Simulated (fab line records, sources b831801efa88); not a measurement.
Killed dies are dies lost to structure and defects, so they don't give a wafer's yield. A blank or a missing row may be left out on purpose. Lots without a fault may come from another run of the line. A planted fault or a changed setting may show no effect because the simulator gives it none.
Which tool did it? | flow gf180mcu | 14 lots, 42 wafers sampled, at 5 steps of a route of 602

WHAT THE GAUGES READ, wafer by wafer
GF_V3_CD_MEAS_14: target cd 260 nm.
lot  | measured     | on        | cd_nm (nm)
L301 | day 22 10:52 | cd_sem-01 | 259.2 258.7 258.0
L302 | day 22 18:02 | cd_sem-02 | 260.3 260.8 259.2
L303 | day 23 03:30 | cd_sem-01 | 259.1 259.5 259.2
L304 | day 23 12:46 | cd_sem-02 | 260.1 260.3 259.7
L305 | day 23 23:07 | cd_sem-01 | 260.0 260.7 260.5
L306 | day 24 09:21 | cd_sem-01 | 260.7 261.0 260.7
L307 | day 24 21:35 | cd_sem-01 | 257.4 257.7 256.8
L308 | day 24 23:24 | cd_sem-02 | 260.1 259.9 258.0
L316 | day 27 16:28 | cd_sem-01 | 262.2 261.5 260.9
L317 | day 28 02:30 | cd_sem-02 | 260.2 259.8 260.8
L318 | day 28 06:53 | cd_sem-02 | 260.6 261.4 260.2
L320 | day 28 21:12 | cd_sem-02 | 260.2 260.9 259.8
L321 | day 29 03:25 | cd_sem-01 | 259.4 258.6 258.5
L322 | day 29 06:42 | cd_sem-01 | 261.0 260.6 260.7

GF_V3_RS_MEAS_24: measures by four-point-probe.
lot  | measured     | on            | V3_W_RS (ohm/sq)
L301 | day 22 11:53 | film_metro-02 | 0.331 0.324 0.331
L302 | day 22 19:04 | film_metro-04 | 0.327 0.315 0.327
L303 | day 23 04:33 | film_metro-04 | 0.326 0.320 0.325
L304 | day 23 13:49 | film_metro-02 | 0.311 0.306 0.324
L305 | day 24 00:10 | film_metro-04 | 0.325 0.328 0.320
L306 | day 24 10:25 | film_metro-03 | 0.331 0.320 0.333
L307 | day 24 22:37 | film_metro-04 | 0.313 0.323 0.317
L308 | day 25 00:26 | film_metro-04 | 0.322 0.323 0.327
L316 | day 27 17:39 | film_metro-03 | 0.326 0.328 0.324
L317 | day 28 03:34 | film_metro-04 | 0.329 0.322 0.320
L318 | day 28 07:58 | film_metro-03 | 0.328 0.318 0.322
L320 | day 28 22:14 | film_metro-02 | 0.330 0.325 0.327
L321 | day 29 04:28 | film_metro-04 | 0.325 0.313 0.317
L322 | day 29 07:53 | film_metro-04 | 0.318 0.320 0.315

GF_M4_CD_MEAS_14: target cd 280 nm.
lot  | measured     | on        | cd_nm (nm)
L301 | day 23 11:13 | cd_sem-02 | 280.8 280.1 280.5
L302 | day 23 18:48 | cd_sem-01 | 278.8 278.6 279.7
L303 | day 24 03:35 | cd_sem-02 | 280.8 280.4 280.3
L304 | day 24 13:17 | cd_sem-01 | 279.3 281.0 279.7
L305 | day 24 23:21 | cd_sem-01 | 280.2 279.8 281.5
L306 | day 25 09:09 | cd_sem-01 | 279.4 279.1 279.8
L307 | day 25 20:57 | cd_sem-02 | 279.7 281.3 279.6
L308 | day 25 22:14 | cd_sem-02 | 280.1 280.8 280.4
L316 | day 28 13:45 | cd_sem-02 | 285.7 285.1 285.0 285.4 285.6 284.9
L317 | day 28 22:41 | cd_sem-01 | 286.5 286.2 286.7 286.2 286.0 286.5
L318 | day 29 04:02 | cd_sem-01 | 277.7 280.1 278.5
L320 | day 29 17:55 | cd_sem-01 | 281.1 279.6 280.1
L321 | day 29 23:22 | cd_sem-01 | 278.9 279.1 278.7
L322 | day 30 03:07 | cd_sem-02 | 279.9 280.8 279.1

GF_V4_THK_MEAS_03.
lot  | measured     | on            | V4_CVD_02_THK (nm)
L301 | day 23 12:13 | film_metro-02 | 864 847 860
L302 | day 23 19:48 | film_metro-03 | 840 853 850
L303 | day 24 04:39 | film_metro-01 | 844 868 846
L304 | day 24 14:17 | film_metro-03 | 829 853 871
L305 | day 25 00:25 | film_metro-02 | 842 825 845
L306 | day 25 10:11 | film_metro-02 | 853 851 874
L307 | day 25 21:57 | film_metro-03 | 843 864 857
L308 | day 25 23:14 | film_metro-02 | 834 845 839
L316 | day 28 21:53 | film_metro-03 | 850 863 854
L317 | day 29 02:31 | film_metro-01 | 855 854 866
L318 | day 29 05:03 | film_metro-01 | 855 851 866
L320 | day 29 18:55 | film_metro-01 | 851 865 879
L321 | day 30 00:22 | film_metro-02 | 858 866 857
L322 | day 30 04:13 | film_metro-01 | 854 850 868

WHICH TOOL RAN EACH LOT (tool, then ch and the chambers of the sampled wafers, then the start)
lot  | GF_M4_PEB_12
L301 | litho_track-03 ch 0, day 23 10:54
L302 | litho_track-03 ch 0, day 23 18:27
L303 | litho_track-04 ch 0, day 24 03:14
L304 | litho_track-01 ch 0, day 24 12:57
L305 | litho_track-04 ch 0, day 24 23:01
L306 | litho_track-04 ch 0, day 25 08:49
L307 | litho_track-03 ch 0, day 25 20:36
L308 | litho_track-04 ch 0, day 25 21:53
L316 | litho_track-04 ch 0, day 28 13:25
L317 | litho_track-04 ch 0, day 28 22:20
L318 | litho_track-03 ch 0, day 29 03:43
L320 | litho_track-01 ch 0, day 29 17:34
L321 | litho_track-03 ch 0, day 29 23:02
L322 | litho_track-01 ch 0, day 30 02:46
- GF_M4_PEB_12: peb time 90 s.

WHAT THE TOOLS THEMSELVES READ (means of the sampled wafers that have a number; where no wafer has one, the mark that the record gives instead)
GF_M4_PEB_12.
lot  | tool           | heater_power_total_W (W)
L301 | litho_track-03 | 85.72
L302 | litho_track-03 | 85.80
L303 | litho_track-04 | 85.69
L304 | litho_track-01 | 85.69
L305 | litho_track-04 | 85.76
L306 | litho_track-04 | 85.74
L307 | litho_track-03 | 85.73
L308 | litho_track-04 | 85.81
L316 | litho_track-04 | 91.23
L317 | litho_track-04 | 91.30
L318 | litho_track-03 | 85.64
L320 | litho_track-01 | 85.73
L321 | litho_track-03 | 85.68
L322 | litho_track-01 | 85.70

THE ANSWER, worked out from the rows above alone
Rule: what is usual is taken from the lots themselves. Put in order of their means at a reading, lots are off if they are a third of the lots or fewer, leave a main group of 4 or more, and stand apart from it by a gap of 3 or more times the standard deviation of the main group's means; of several such gaps the widest counts. A main group whose means are all the same, to the digits that the tables above print for the reading, isn't used. A lot without any number at a reading at which 4 lots or more have one is off too. The other lots that the step has rows for count as sound. The gauges are gone through in route order, then the tools' own readings, and for those a lot's mean is taken as printed above. The first step at which some lot is off is used, and at that step the reading that is off furthest; a lot without a number counts as furthest.
Off: L316, L317, at GF_M4_CD_MEAS_14 (cd_nm). The main group: mean 279.9 nm, standard deviation 0.63.
A tool fits if, at a process step before that reading, it ran every lot that is off, and no sound lot after the first of them. The gauges at GF_M4_CD_MEAS_14 aren't tried: what is off there is off at GF_M4_PEB_12 too, on other tools, and a gauge's error can't cause that. One fits: litho_track-04 at GF_M4_PEB_12. Its last sound lot is L308 (day 25 21:53), its first lot that is off L316 (day 28 13:25): a fault that began between those two fits.
The tool's own readings at GF_M4_PEB_12 bear it out: on the lots that are off they differ by more than 5 times the standard deviation of the sound lots' means. heater_power_total_W reads 91.27 W there against 85.72 W on the sound lots.

WHAT THE SIMULATOR HAD PUT IN
Process parameter drift: litho_track-04, from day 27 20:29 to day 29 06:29, at GF_M4_PEB_12. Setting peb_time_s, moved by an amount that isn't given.
Lots struck among those shown: L316, L317. The rule above found the same.
